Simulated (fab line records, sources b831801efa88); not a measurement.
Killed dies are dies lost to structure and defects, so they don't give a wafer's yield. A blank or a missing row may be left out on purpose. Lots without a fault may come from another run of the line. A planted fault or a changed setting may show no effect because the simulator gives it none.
fab line records | flow gf180mcu
record lots=24 wafers=72 last_day=34
route steps=602 shown HV_LDD@213 V1@351 M5@535 V5@558
lots that met no fault: from a run of the same line without faults
start_h: hours from the record's first day to the start of the lot's first wafer shown | wait_h: hours since the lot's step before | " the same as in the row above | L1.1+2: a row that stands for several wafers | - no value, or no start given | * or withheld: withheld | < > ~ a bound
route shown NAME@n: a module of which the file shows steps, and the number in the route of the first | usual: mean/standard deviation of fault-free wafers | same: alike in all rows | chamber/n: place in a boat | sites: the reading at each site | _std_site: their standard deviation | _edge_site: outer sites' mean less inner sites' | radius_mm: how far each site lies from the wafer's centre | mask NAME#n: copy n | behind: the tool/chamber that last shaped the wafer | hold: why the lot was held/for how many hours/how that ended | device: the transistor (n, p or np) that didn't switch | end of line: the same wafers' tests at the end of the route | a step without rows: its recipe alone | killed: dies lost to structure and defects at the first sort, not the wafer's yield | map: a wafer's dies, x killed, . not, _ none there
set.NAME: the setting as run; set.NAME@STEP: as run at that earlier step | model.NAME: the simulator's own value behind a step, which no gauge read
steps of the route over a sample of lots; a table a step, a row a wafer
services: from which hour (start_h, from the record's first day; less than 0 if before it) a tool's chamber was out of use, for how many hours, and why
## steps
# step GF_HV_LDD_STRIP_37
# recipe chemistry=O2/N2 power_w=1400 pressure_mtorr=1500 platen_temp_c=250 o2_flow_sccm=3000 n2_flow_sccm=300 overash_fraction=0.5
# usual drypump_motor_current_A=5.6/0.56 heater_power_w=334/27 oes_product_au=0.716/0.0044 strip_time_to_endpoint_s=12.65/0.033
# columns lot.wafer tool chamber start_h wait_h drypump_motor_current_A heater_power_w oes_product_au rf_hours_counter_h strip_time_to_endpoint_s
L074.2 plasma_asher-02 1 251.30 0.1 5.2 330 0.706 56 12.69
L074.3 " 1 " " 5.2 321 0.716 - 12.67
L074.5 " 0 " " 5.9 341 0.712 - 12.69
L075.3 plasma_asher-03 0 260.54 0.1 6.2 372 0.703 - 12.64
L075.4 " 1 " " 4.8 292 0.715 - 12.65
L075.6 " 0 " " 6.1 369 0.707 - 12.65
L076.1 plasma_asher-02 0 264.85 0.1 5.9 340 0.717 58 12.67
L076.2 " 1 " " 5.2 323 0.712 58 12.67
L076.3 " 0 " " 5.9 346 0.720 - 12.67
L077.4 plasma_asher-03 0 277.34 0.1 6.1 385 0.716 - 12.57
L077.5 " 1 " " 4.8 293 0.714 - 12.61
L077.6 " 0 " " 6.1 368 0.722 - 12.62
L078.2 plasma_asher-03 0 285.95 0.1 6.1 375 0.713 18 12.66
L078.3 " 0 " " 6.1 377 0.713 - 12.66
L078.6 " 0 " " 6.1 367 0.718 - 12.62
L079.2 plasma_asher-03 0 292.11 0.1 6.1 359 0.714 19 12.68
L079.3 " 0 " " 6.1 369 0.716 - 12.65
L079.5 " 1 " " 4.8 289 0.715 - 12.70
L080.3 plasma_asher-03 1 296.94 0.1 4.8 297 0.718 - 12.68
L080.4 " 0 " " 6.1 369 0.717 - 12.68
L080.6 " 1 " " 4.8 289 0.724 - 12.68
L081.2 plasma_asher-02 0 304.35 0.1 5.9 337 0.716 62 12.61
L081.4 " 0 " " 6.0 346 0.716 - 12.65
L081.6 " 0 " " 6.0 342 0.715 - 12.58
L082.2 plasma_asher-02 1 310.08 0.1 5.2 322 0.713 63 12.66
L082.4 " 1 " " 5.2 318 0.707 - 12.60
L082.5 " 1 " " 5.2 319 0.719 - 12.65
L083.1 plasma_asher-03 0 325.35 0.1 6.1 370 0.722 22 12.63
L083.4 " 1 " " 4.8 293 0.716 - 12.65
L083.6 " 0 " " 6.1 365 0.711 - 12.67
L084.3 plasma_asher-02 1 330.14 0.1 5.2 313 0.710 - 12.70
L084.4 " 0 " " 6.0 331 0.720 - 12.62
L084.5 " 1 " " 5.2 326 0.712 - 12.70
L085.2 plasma_asher-01 1 338.05 0.1 6.6 385 0.717 70 12.66
L085.3 " 0 " " 5.3 322 0.721 - 12.66
L085.5 " 0 " " 5.3 320 0.719 - 12.65
L086.2 plasma_asher-02 1 347.83 0.1 5.2 326 0.715 66 12.70
L086.3 " 1 " " 5.2 322 0.724 - 12.69
L086.5 " 1 " " 5.2 322 0.711 - 12.66
L087.1 plasma_asher-02 0 363.60 0.1 5.9 335 0.719 68 12.69
L087.2 " 1 " " 5.2 316 0.715 68 12.66
L087.5 " 1 " " 5.2 319 0.712 - 12.66
L088.2 plasma_asher-02 1 365.15 0.1 5.2 319 0.714 68 12.61
L088.4 " 1 " " 5.2 326 0.711 - 12.63
L088.5 " 1 " " 5.2 323 0.718 - 12.59
L089.2 plasma_asher-02 0 369.70 0.1 6.0 333 0.713 69 12.67
L089.3 " 1 " " 5.2 329 0.718 - 12.67
L089.5 " 0 " " 6.0 334 0.716 - 12.70
L090.1 plasma_asher-01 0 386.00 0.1 5.3 336 0.716 75 12.58
L090.2 " 1 " " 6.6 376 0.719 75 12.67
L090.5 " 0 " " 5.3 325 0.719 - 12.61
L091.2 plasma_asher-03 0 392.00 0.1 6.1 372 0.720 29 12.63
L091.3 " 1 " " 4.8 301 0.714 - 12.62
L091.6 " 1 " " 4.8 288 0.720 - 12.66
L092.1 plasma_asher-03 0 398.55 0.1 6.1 368 0.725 30 12.64
L092.4 " 0 " " 6.1 378 0.706 - 12.62
L092.5 " 0 " " 6.1 371 0.717 - 12.63
L093.3 plasma_asher-02 1 405.28 0.1 5.2 319 0.714 - 12.64
L093.4 " 0 " " 6.0 337 0.713 - 12.63
L093.6 " 1 " " 5.2 332 0.709 - 12.72
L094.1 plasma_asher-02 0 411.28 0.1 5.9 333 0.715 72 12.67
L094.4 " 0 " " 6.0 342 0.721 - 12.66
L094.6 " 1 " " 5.2 326 0.713 - 12.63
L095.2 plasma_asher-03 1 421.65 0.1 4.8 299 0.710 33 12.63
L095.3 " 0 " " 6.1 364 0.719 - 12.64
L095.6 " 0 " " 6.1 374 0.711 - 12.62
L096.2 plasma_asher-02 1 426.65 0.1 5.1 326 0.714 74 12.66
L096.5 " 1 " " 5.2 327 0.712 - 12.70
L096.6 " 0 " " 5.9 340 0.720 - 12.65
L097.4 plasma_asher-01 0 434.39 0.1 5.3 323 0.716 - 12.65
L097.5 " 1 " " 6.6 371 0.724 - 12.68
L097.6 " 0 " " 5.3 330 0.725 - 12.62
# step GF_V1_ETCH_16
# recipe chemistry=N2/H2 target_depth_a=withheld overetch_a=withheld time_s=withheld target=BARC ion_energy_ev=200 source_w=500 bias_w=100 pressure_mtorr=30 n2_flow_sccm=100 h2_flow_sccm=200
# usual drypump_motor_current_A=5.9/0.45 oes_product_au=0.854/0.0047 throttle_valve_pct=13.224/0.0086
# columns lot.wafer tool chamber start_h wait_h drypump_motor_current_A oes_product_au throttle_valve_pct
L074.2 rie_diel-03 0 407.10 0.0 5.5 0.844 13.228
L074.3 " 3 " " 6.3 0.851 13.211
L074.5 " 2 " " 6.1 0.847 13.223
L075.3 rie_diel-01 3 419.38 0.0 5.7 0.855 13.232
L075.4 " 0 " " 5.8 0.856 13.240
L075.6 " 3 " " 5.7 0.859 13.224
L076.1 rie_diel-03 3 425.18 0.0 6.2 0.856 13.213
L076.2 " 2 " " 6.1 0.853 13.227
L076.3 " 1 " " 5.7 0.849 13.244
L077.4 rie_diel-04 0 439.42 0.0 6.0 0.863 13.219
L077.5 " 1 " " 6.6 0.853 13.233
L077.6 " 0 " " 6.0 0.857 13.217
L078.2 rie_diel-04 3 448.95 0.0 5.7 0.854 13.230
L078.3 " 1 " " 6.6 0.860 13.218
L078.6 " 0 " " 6.0 0.854 13.227
L079.2 rie_diel-01 0 456.79 0.0 5.8 0.854 13.235
L079.3 " 2 " " 6.2 0.860 13.224
L079.5 " 1 " " 6.7 0.856 13.226
L080.3 rie_diel-03 2 461.60 0.0 6.1 0.850 13.217
L080.4 " 0 " " 5.5 0.851 13.222
L080.6 " 1 " " 5.8 0.854 13.222
L081.2 rie_diel-01 1 472.49 0.0 6.7 0.857 13.231
L081.4 " 3 " " 5.7 0.849 13.224
L081.6 " 0 " " 5.8 0.853 13.216
L082.2 rie_diel-03 0 477.40 0.0 5.5 0.855 13.207
L082.4 " 1 " " 5.8 0.849 13.236
L082.5 " 1 " " 5.7 0.838 13.246
L083.1 rie_diel-01 0 494.27 0.0 5.8 0.855 13.227
L083.4 " 2 " " 6.2 0.855 13.221
L083.6 " 0 " " 5.8 0.857 13.226
L084.3 rie_diel-01 2 501.89 0.0 6.2 0.853 13.228
L084.4 " 3 " " 5.7 0.863 13.231
L084.5 " 1 " " 6.6 0.854 13.229
L085.2 rie_diel-04 2 508.84 0.0 5.1 0.852 13.222
L085.3 " 3 " " 5.7 0.847 13.232
L085.5 " 2 " " 5.1 0.860 13.217
L086.2 rie_diel-04 2 520.35 0.0 5.1 0.850 13.222
L086.3 " 3 " " 5.7 0.858 13.213
L086.5 " 3 " " 5.7 0.854 13.226
L087.1 rie_diel-04 1 535.80 0.0 6.5 0.846 13.212
L087.2 " 2 " " 5.1 0.863 13.235
L087.5 " 1 " " 6.5 0.850 13.222
L088.2 rie_diel-04 2 538.34 0.0 5.1 0.855 13.246
L088.4 " 3 " " 5.7 0.855 13.224
L088.5 " 1 " " 6.6 0.856 13.212
L089.2 rie_diel-03 0 542.45 0.0 5.5 0.848 13.218
L089.3 " 3 " " 6.3 0.845 13.212
L089.5 " 2 " " 6.1 0.852 13.215
L090.1 rie_diel-01 2 558.14 0.0 6.2 0.859 13.219
L090.2 " 1 " " 6.7 0.857 13.215
L090.5 " 0 " " 5.8 0.851 13.224
L091.2 rie_diel-04 1 563.12 0.0 6.6 0.853 13.225
L091.3 " 2 " " 5.1 0.850 13.228
L091.6 " 2 " " 5.1 0.847 13.218
L092.1 rie_diel-04 0 569.09 0.0 6.0 0.855 13.224
L092.4 " 0 " " 6.0 0.861 13.223
L092.5 " 3 " " 5.7 0.854 13.225
L093.3 rie_diel-04 3 576.54 0.0 5.7 0.854 13.205
L093.4 " 2 " " 5.1 0.848 13.239
L093.6 " 3 " " 5.7 0.857 13.228
L094.1 rie_diel-03 1 582.35 0.0 5.7 0.857 13.217
L094.4 " 2 " " 6.2 0.850 13.226
L094.6 " 0 " " 5.5 0.855 13.221
L095.2 rie_diel-01 0 591.90 0.0 5.9 0.854 13.216
L095.3 " 1 " " 6.7 0.855 13.217
L095.6 " 3 " " 5.7 0.858 13.217
L096.2 rie_diel-04 3 596.12 0.0 5.7 0.848 13.221
L096.5 " 1 " " 6.6 0.855 13.208
L096.6 " 2 " " 5.1 0.856 13.217
L097.4 rie_diel-03 0 604.29 0.0 5.5 0.850 13.227
L097.5 " 2 " " 6.1 0.860 13.232
L097.6 " 3 " " 6.3 0.850 13.239
# step GF_V1_SPUTTER_22
# recipe material=TiN target_thk_nm=10 chamber_pressure_pa=5 power_w=4000 time_s=40
# usual throttle_valve_pct=30.3/0.92
# columns lot.wafer tool chamber start_h wait_h throttle_valve_pct
L074.2 pvd_sputter-01 - 407.86 0.0 30.0
L074.3 " - " " 29.8
L074.5 " - " " 30.9
L075.3 pvd_sputter-04 - 420.14 0.0 31.4
L075.4 " - " " 31.3
L075.6 " - " " 29.9
L076.1 pvd_sputter-01 - 425.90 0.0 30.0
L076.2 " - " " 29.6
L076.3 " - " " 30.3
L077.4 pvd_sputter-03 - 440.15 0.0 28.3
L077.5 " - " " 31.5
L077.6 " - " " 30.9
L078.2 pvd_sputter-03 - 449.67 0.0 28.2
L078.3 " - " " 30.9
L078.6 " - " " 30.9
L079.2 pvd_sputter-01 - 457.51 0.0 30.4
L079.3 " - " " 29.9
L079.5 " - " " 30.3
L080.3 pvd_sputter-01 - 462.32 0.0 30.1
L080.4 " - " " 30.3
L080.6 " - " " 29.8
L081.2 pvd_sputter-01 - 473.25 0.0 31.2
L081.4 " - " " 30.1
L081.6 " - " " 29.7
L082.2 pvd_sputter-01 - 478.48 0.0 31.0
L082.4 " - " " 30.4
L082.5 " - " " 30.0
L083.1 pvd_sputter-03 - 495.03 0.0 28.5
L083.4 " - " " 31.4
L083.6 " - " " 31.6
L084.3 pvd_sputter-03 - 502.61 0.0 30.4
L084.4 " - " " 30.9
L084.5 " - " " 31.2
L085.2 pvd_sputter-03 - 509.56 0.0 28.3
L085.3 " - " " 30.8
L085.5 " - " " 30.5
L086.2 pvd_sputter-03 - 521.08 0.0 31.5
L086.3 " - " " 31.1
L086.5 " - " " 30.9
L087.1 pvd_sputter-03 - 536.52 0.0 30.6
L087.2 " - " " 30.7
L087.5 " - " " 28.5
L088.2 pvd_sputter-01 - 539.15 0.0 29.8
L088.4 " - " " 30.5
L088.5 " - " " 30.4
L089.2 pvd_sputter-03 - 543.17 0.0 28.4
L089.3 " - " " 31.5
L089.5 " - " " 28.5
L090.1 pvd_sputter-04 - 559.02 0.0 30.0
L090.2 " - " " 30.8
L090.5 " - " " 30.1
L091.2 pvd_sputter-03 - 563.97 0.0 31.0
L091.3 " - " " 30.4
L091.6 " - " " 31.8
L092.1 pvd_sputter-04 - 569.85 0.0 31.2
L092.4 " - " " 28.7
L092.5 " - " " 31.2
L093.3 pvd_sputter-03 - 577.26 0.0 31.6
L093.4 " - " " 30.6
L093.6 " - " " 28.5
L094.1 pvd_sputter-01 - 583.14 0.0 30.3
L094.4 " - " " 30.2
L094.6 " - " " 30.1
L095.2 pvd_sputter-01 - 592.66 0.0 29.8
L095.3 " - " " 30.8
L095.6 " - " " 29.7
L096.2 pvd_sputter-04 - 596.89 0.0 31.3
L096.5 " - " " 29.8
L096.6 " - " " 28.9
L097.4 pvd_sputter-03 - 605.05 0.0 28.4
L097.5 " - " " 30.5
L097.6 " - " " 28.4
# step GF_M5_ETCH_09
# recipe chemistry=CF4/O2 target=Si3N4 target_depth_nm=52 source_w=800 bias_w=150 pressure_mtorr=150 cf4_flow_sccm=80 O2_flow_sccm=10 time_s=11.6
# usual drypump_motor_current_A=6.0/0.48 oes_product_au=0.999/0.011 throttle_valve_pct=5.970/0.0094
# columns lot.wafer tool chamber start_h wait_h drypump_motor_current_A oes_product_au rf_hours_counter_h throttle_valve_pct
L074.2 rie_diel-01 2 604.64 0.0 6.2 1.004 11 5.963
L074.3 " 2 " " 6.2 1.003 - 5.956
L074.5 " 2 " " 6.2 0.994 - 5.976
L075.3 rie_diel-03 3 615.30 0.0 6.3 0.992 3 5.971
L075.4 " 0 " " 5.5 0.985 12 5.957
L075.6 " 2 " " 6.1 0.981 - 5.967
L076.1 rie_diel-03 3 618.87 0.0 6.3 0.993 4 5.978
L076.2 " 0 " " 5.5 0.992 12 5.969
L076.3 " 2 " " 6.1 0.985 14 5.976
L077.4 rie_diel-04 0 631.45 0.0 6.0 1.006 8 5.981
L077.5 " 0 " " 6.0 1.003 - 5.962
L077.6 " 1 " " 6.6 1.011 - 5.982
L078.2 rie_diel-01 1 638.04 0.0 6.7 0.992 15 5.971
L078.3 " 3 " " 5.7 1.004 8 5.969
L078.6 " 1 " " 6.7 0.998 - 5.970
L079.2 rie_diel-04 1 645.60 0.0 6.5 1.013 10 5.994
L079.3 " 2 " " 5.1 0.980 8 5.974
L079.5 " 2 " " 5.1 0.985 - 5.962
L080.3 rie_diel-01 3 650.40 0.0 5.7 1.015 8 5.979
L080.4 " 0 " " 5.8 0.976 63 5.953
L080.6 " 1 " " 6.7 1.001 - 5.958
L081.2 rie_diel-04 0 658.85 0.0 6.0 1.006 9 5.959
L081.4 " 1 " " 6.6 1.011 11 5.966
L081.6 " 1 " " 6.6 1.007 - 5.970
L082.2 rie_diel-01 0 661.80 0.0 5.8 0.979 63 5.977
L082.4 " 1 " " 6.7 0.997 16 5.969
L082.5 " 1 " " 6.7 1.005 - 5.981
L083.1 rie_diel-04 1 676.97 0.0 6.6 1.012 12 5.961
L083.4 " 2 " " 5.1 0.990 9 5.978
L083.6 " 3 " " 5.7 0.994 - 5.961
L084.3 rie_diel-03 0 681.49 0.0 5.5 0.975 14 5.973
L084.4 " 2 " " 6.1 0.986 16 5.976
L084.5 " 3 " " 6.3 0.978 - 5.964
L085.2 rie_diel-01 2 687.52 0.0 6.2 0.999 14 5.970
L085.3 " 3 " " 5.7 1.009 9 5.955
L085.5 " 2 " " 6.2 1.001 - 5.976
L086.2 rie_diel-01 2 697.60 0.0 6.2 0.999 15 5.976
L086.3 " 1 " " 6.6 0.988 18 5.954
L086.5 " 0 " " 5.8 0.989 - 5.944
L087.1 rie_diel-03 0 710.24 0.0 5.5 0.985 16 5.952
L087.2 " 1 " " 5.8 1.013 21 5.985
L087.5 " 0 " " 5.5 0.985 - 5.972
L088.2 rie_diel-01 2 711.19 0.0 6.2 0.997 15 5.978
L088.4 " 1 " " 6.7 0.994 18 5.972
L088.5 " 1 " " 6.7 0.988 - 5.979
L089.2 rie_diel-04 0 716.64 0.0 6.0 1.013 11 5.981
L089.3 " 2 " " 5.1 0.995 11 5.976
L089.5 " 1 " " 6.6 1.020 - 5.977
L090.1 rie_diel-04 0 727.50 0.0 6.0 1.007 11 5.977
L090.2 " 3 " " 5.7 0.997 46 5.957
L090.5 " 2 " " 5.1 1.007 - 5.963
L091.2 rie_diel-04 2 731.47 0.0 5.1 0.979 12 5.971
L091.3 " 0 " " 6.0 1.006 11 5.967
L091.6 " 1 " " 6.5 1.005 - 5.970
L092.1 rie_diel-04 0 737.75 0.0 6.0 1.004 12 5.972
L092.4 " 2 " " 5.1 0.992 12 5.960
L092.5 " 1 " " 6.5 1.007 - 5.964
L093.3 rie_diel-04 2 742.95 0.0 5.1 0.985 12 5.961
L093.4 " 0 " " 6.0 1.004 12 5.983
L093.6 " 2 " " 5.1 0.988 - 5.961
L094.1 rie_diel-03 2 747.82 0.0 6.1 0.991 18 5.954
L094.4 " 0 " " 5.5 0.990 17 5.970
L094.6 " 3 " " 6.3 1.001 - 5.979
L095.2 rie_diel-04 0 753.35 0.0 6.0 1.020 13 5.978
L095.3 " 3 " " 5.7 1.004 47 5.969
L095.6 " 0 " " 6.0 1.014 - 5.963
L096.2 rie_diel-03 1 757.79 0.0 5.8 1.014 22 5.977
L096.5 " 0 " " 5.5 0.989 - 5.962
L096.6 " 1 " " 5.7 1.008 - 5.970
L097.4 rie_diel-04 1 764.40 0.0 6.6 1.012 15 5.971
L097.5 " 1 " " 6.5 1.027 - 5.969
L097.6 " 0 " " 6.0 1.007 - 5.974
# step GF_V5_STRIP_18
# recipe chemistry=O2/N2 power_w=1400 pressure_mtorr=1500 platen_temp_c=250 o2_flow_sccm=3000 n2_flow_sccm=300 overash_fraction=0.5
# usual drypump_motor_current_A=5.8/0.51 heater_power_w=340/21 oes_product_au=0.570/0.005
# columns lot.wafer tool chamber start_h wait_h drypump_motor_current_A heater_power_w oes_product_au rf_hours_counter_h
L074.2 plasma_asher-02 1 626.35 - 5.2 319 0.563 92
L074.3 " 1 " " 5.2 331 0.572 -
L074.5 " 0 " " 6.0 346 0.568 -
L075.3 plasma_asher-02 1 637.43 - 5.2 326 0.571 -
L075.4 " 0 " " 5.9 336 0.568 -
L075.6 " 0 " " 5.9 344 0.581 -
L076.1 plasma_asher-01 0 640.80 - 5.3 333 0.575 23
L076.2 " 1 " " 6.6 388 0.569 23
L076.3 " 1 " " 6.6 377 0.573 -
L077.4 plasma_asher-02 0 653.52 - 5.9 339 0.563 -
L077.5 " 0 " " 5.9 338 0.571 -
L077.6 " 1 " " 5.2 332 0.579 -
L078.2 plasma_asher-02 1 659.95 - 5.1 318 0.577 96
L078.3 " 1 " " 5.2 330 0.570 -
L078.6 " 0 " " 6.0 333 0.566 -
L079.2 plasma_asher-01 1 666.09 - 6.6 378 0.568 26
L079.3 " 1 " " 6.6 384 0.565 -
L079.5 " 1 " " 6.6 378 0.567 -
L080.3 plasma_asher-04 1 671.03 - 6.2 347 0.579 -
L080.4 " 0 " " 5.9 336 0.571 -
L080.6 " 1 " " 6.1 352 0.570 -
L081.2 plasma_asher-01 1 679.44 - 6.6 383 0.561 27
L081.4 " 1 " " 6.5 375 0.567 -
L081.6 " 0 " " 5.3 331 0.562 -
L082.2 plasma_asher-01 1 682.50 - 6.6 379 0.569 28
L082.4 " 0 " " 5.3 325 0.566 -
L082.5 " 1 " " 6.6 371 0.576 -
L083.1 plasma_asher-02 0 697.29 - 5.9 342 0.570 100
L083.4 " 0 " " 5.9 341 0.576 -
L083.6 " 0 " " 5.9 339 0.570 -
L084.3 plasma_asher-02 0 702.13 - 6.0 341 0.574 -
L084.4 " 1 " " 5.2 327 0.567 -
L084.5 " 1 " " 5.2 328 0.574 -
L085.2 plasma_asher-01 0 707.54 - 5.3 333 0.570 30
L085.3 " 1 " " 6.6 376 0.567 -
L085.5 " 0 " " 5.3 330 0.571 -
L086.2 plasma_asher-04 0 717.49 - 5.9 328 0.577 96
L086.3 " 0 " " 5.9 323 0.561 -
L086.5 " 1 " " 6.1 354 0.570 -
L087.1 plasma_asher-02 1 729.74 - 5.1 320 0.564 103
L087.2 " 0 " " 5.9 345 0.579 103
L087.5 " 0 " " 5.9 345 0.566 -
L088.2 plasma_asher-04 1 730.74 - 6.1 348 0.578 97
L088.4 " 0 " " 5.9 330 0.564 -
L088.5 " 1 " " 6.1 360 0.563 -
L089.2 plasma_asher-01 1 735.09 - 6.6 390 0.572 33
L089.3 " 0 " " 5.3 327 0.576 -
L089.5 " 1 " " 6.6 379 0.573 -
L090.1 plasma_asher-02 0 746.20 - 6.0 331 0.572 0
L090.2 " 1 " " 5.2 311 0.570 0
L090.5 " 1 " " 5.2 302 0.579 -
L091.2 plasma_asher-04 1 749.79 - 6.1 349 0.567 99
L091.3 " 0 " " 5.9 316 0.559 -
L091.6 " 0 " " 5.9 321 0.565 -
L092.1 plasma_asher-04 0 755.80 - 5.9 319 0.571 100
L092.4 " 0 " " 5.9 326 0.575 -
L092.5 " 1 " " 6.1 340 0.568 -
L093.3 plasma_asher-04 1 761.98 - 6.1 342 0.563 -
L093.4 " 0 " " 5.9 333 0.567 -
L093.6 " 1 " " 6.2 344 0.575 -
L094.1 plasma_asher-02 0 765.84 - 6.0 339 0.577 2
L094.4 " 0 " " 5.9 338 0.567 -
L094.6 " 0 " " 6.0 335 0.566 -
L095.2 plasma_asher-01 1 771.49 - 6.6 371 0.568 38
L095.3 " 1 " " 6.6 378 0.571 -
L095.6 " 1 " " 6.6 384 0.569 -
L096.2 plasma_asher-01 0 775.34 - 5.3 324 0.567 38
L096.5 " 1 " " 6.6 388 0.565 -
L096.6 " 0 " " 5.3 324 0.556 -
L097.4 plasma_asher-01 0 782.07 - 5.3 333 0.571 -
L097.5 " 0 " " 5.3 328 0.573 -
L097.6 " 1 " " 6.7 375 0.578 -
# step GF_V5_CMP_26
# recipe stop_on=SiO2 down_force_psi=3.5 platen_rpm=60 t_overpolish_s=15 target_thk_nm=0 pad_velocity_m_s=0.94248
# usual edge_zone_pressure_frac=1.000/0.0053 motor_current_A=10.7/0.97 overpolish_run_s=14.999/0.0094 slurry_flow_ml_min=150.0/0.41 time_to_endpoint_s=85/4.2
# columns lot.wafer tool chamber start_h wait_h edge_zone_pressure_frac motor_current_A overpolish_run_s slurry_flow_ml_min time_to_endpoint_s
L074.3 cmp-02 3 627.32 0.1 1.008 9.1 14.993 150.0 83
L074.2 " 0 " " 1.009 12.2 14.996 150.1 82
L074.5 " 3 " " 1.003 9.5 14.995 149.9 79
L075.3 cmp-02 0 638.37 0.1 0.999 12.6 14.985 149.8 82
L075.4 " 1 " " 1.002 11.0 14.992 149.7 79
L075.6 " 3 " " 1.001 9.3 14.990 149.5 81
L076.1 cmp-01 0 641.72 0.1 1.006 11.6 14.997 150.2 84
L076.3 " 1 " " 0.992 9.7 15.000 149.9 88
L076.2 " 3 " " 1.007 10.3 15.017 150.6 91
L077.4 cmp-01 2 654.86 0.1 0.996 10.9 14.993 150.1 87
L077.5 " 0 " " 0.995 11.6 15.009 150.1 88
L077.6 " 1 " " 0.995 9.5 14.997 149.8 90
L078.3 cmp-02 0 660.98 0.0 1.008 12.5 15.008 150.1 91
L078.2 " 1 " " 1.000 9.7 15.003 149.4 87
L078.6 " 1 " " 1.005 10.4 14.995 149.2 82
L079.2 cmp-02 1 667.11 0.0 1.002 10.9 14.998 150.9 81
L079.3 " 0 " " 1.012 12.4 15.002 150.4 86
L079.5 " 2 " " 1.002 9.9 15.006 149.7 88
L080.3 cmp-02 0 672.06 0.1 1.006 12.5 15.013 150.3 92
L080.4 " 1 " " 0.998 10.8 14.991 150.9 84
L080.6 " 2 " " 1.001 10.6 15.000 150.4 91
L081.2 cmp-01 2 681.83 0.0 1.003 10.4 15.010 150.3 87
L081.4 " 1 " " 0.991 9.6 15.013 149.8 87
L081.6 " 3 " " 1.004 10.8 14.992 150.1 89
L082.4 cmp-02 0 683.63 0.1 0.999 12.3 14.995 150.2 87
L082.2 " 1 " " 1.006 10.4 14.996 149.7 84
L082.5 " 3 " " 0.994 9.4 15.000 150.6 85
L083.1 cmp-02 0 698.27 0.1 1.001 12.9 15.003 150.2 82
L083.4 " 1 " " 0.999 10.8 14.975 150.0 79
L083.6 " 3 " " 1.004 9.2 14.999 150.6 81
L084.4 cmp-01 1 703.13 0.1 1.003 9.9 14.993 150.5 87
L084.3 " 2 " " 1.000 10.5 15.011 150.0 85
L084.5 " 3 " " 1.001 11.2 15.004 149.9 91
L085.3 cmp-01 2 708.57 0.0 1.004 9.9 14.995 149.9 79
L085.2 " 3 " " 1.006 10.9 14.999 149.4 89
L085.5 " 2 " " 1.001 10.1 15.001 149.9 80
L086.2 cmp-02 2 718.55 0.1 1.005 10.0 15.000 150.5 85
L086.3 " 3 " " 0.996 8.9 14.982 149.8 79
L086.5 " 0 " " 1.004 13.0 14.989 150.1 82
L087.1 cmp-02 0 730.68 0.1 0.990 12.7 14.994 150.5 82
L087.2 " 1 " " 0.998 10.4 14.991 150.0 76
L087.5 " 0 " " 0.995 12.2 15.000 150.6 83
L088.2 cmp-01 0 731.67 0.0 0.998 11.4 15.004 149.9 81
L088.4 " 3 " " 1.000 10.2 15.000 149.9 80
L088.5 " 1 " " 1.010 9.8 14.989 150.3 82
L089.2 cmp-01 3 736.05 0.0 1.008 10.8 15.008 149.5 85
L089.3 " 2 " " 1.000 9.7 14.994 150.4 78
L089.5 " 0 " " 1.001 11.8 14.983 150.5 79
L090.2 cmp-01 3 747.36 0.3 0.998 11.3 14.998 151.2 86
L090.1 " 1 " " 0.998 9.9 15.011 149.6 82
L090.5 " 2 " " 1.010 10.7 14.994 150.1 79
L091.3 cmp-01 3 750.82 0.1 1.004 10.6 15.016 149.2 87
L091.2 " 0 " " 0.992 11.3 14.995 149.7 81
L091.6 " 2 " " 0.991 10.1 14.995 149.5 81
L092.4 cmp-01 2 757.42 0.0 1.000 9.8 15.002 149.9 88
L092.1 " 0 " " 1.000 11.5 14.998 150.2 85
L092.5 " 2 " " 0.997 10.0 15.001 150.1 88
L093.3 cmp-02 3 762.98 0.1 0.999 9.3 15.008 150.2 77
L093.4 " 0 " " 0.999 12.8 14.997 149.6 83
L093.6 " 3 " " 0.999 9.9 14.997 150.0 77
L094.1 cmp-01 1 766.79 0.1 1.007 9.8 14.990 150.1 88
L094.4 " 2 " " 0.997 10.5 15.008 149.2 88
L094.6 " 1 " " 1.000 9.8 15.003 150.0 88
L095.2 cmp-01 1 772.42 0.0 0.988 9.2 14.990 150.2 86
L095.3 " 0 " " 1.004 11.3 15.003 149.8 82
L095.6 " 2 " " 1.005 10.6 15.009 149.7 81
L096.2 cmp-02 1 776.37 0.1 1.000 10.1 15.005 150.0 78
L096.6 " 3 " " 1.002 9.9 15.028 150.1 82
L096.5 " 0 " " 1.000 12.5 15.000 150.4 88
L097.4 cmp-01 0 783.04 0.1 0.999 12.2 15.014 150.1 88
L097.5 " 3 " " 1.006 10.8 15.009 150.1 95
L097.6 " 0 " " 1.003 11.2 14.985 150.2 91
## services
# columns tool chamber start_h hours kind
rie_diel-01 1 234.88 5.3 repair
rie_diel-04 1 253.09 6.6 repair
rie_diel-04 2 261.18 20.6 repair
rie_diel-01 - 268.11 15.6 pm
rie_diel-04 - 307.11 15.6 pm
plasma_asher-02 - 326.38 0.4 repair
rie_diel-01 0 350.46 10.9 repair
plasma_asher-02 - 374.90 7.9 repair
rie_diel-01 3 387.15 4.3 repair
rie_diel-01 2 400.22 31.3 repair
rie_diel-04 0 467.08 14.3 repair
rie_diel-01 3 485.54 9.6 repair
rie_diel-04 - 527.64 0.6 repair
plasma_asher-02 - 530.93 2.8 pm
plasma_asher-02 - 538.89 14.6 pm
plasma_asher-02 - 557.39 8.0 repair
rie_diel-04 1 568.66 9.9 repair
rie_diel-01 3 600.71 12.8 repair
rie_diel-01 0 604.51 5.0 repair
rie_diel-01 - 605.43 2.1 repair
plasma_asher-02 - 667.30 1.7 repair
rie_diel-01 - 696.61 0.7 repair
plasma_asher-02 - 733.75 9.0 pm
plasma_asher-02 - 754.44 6.4 repair
## key
fault none
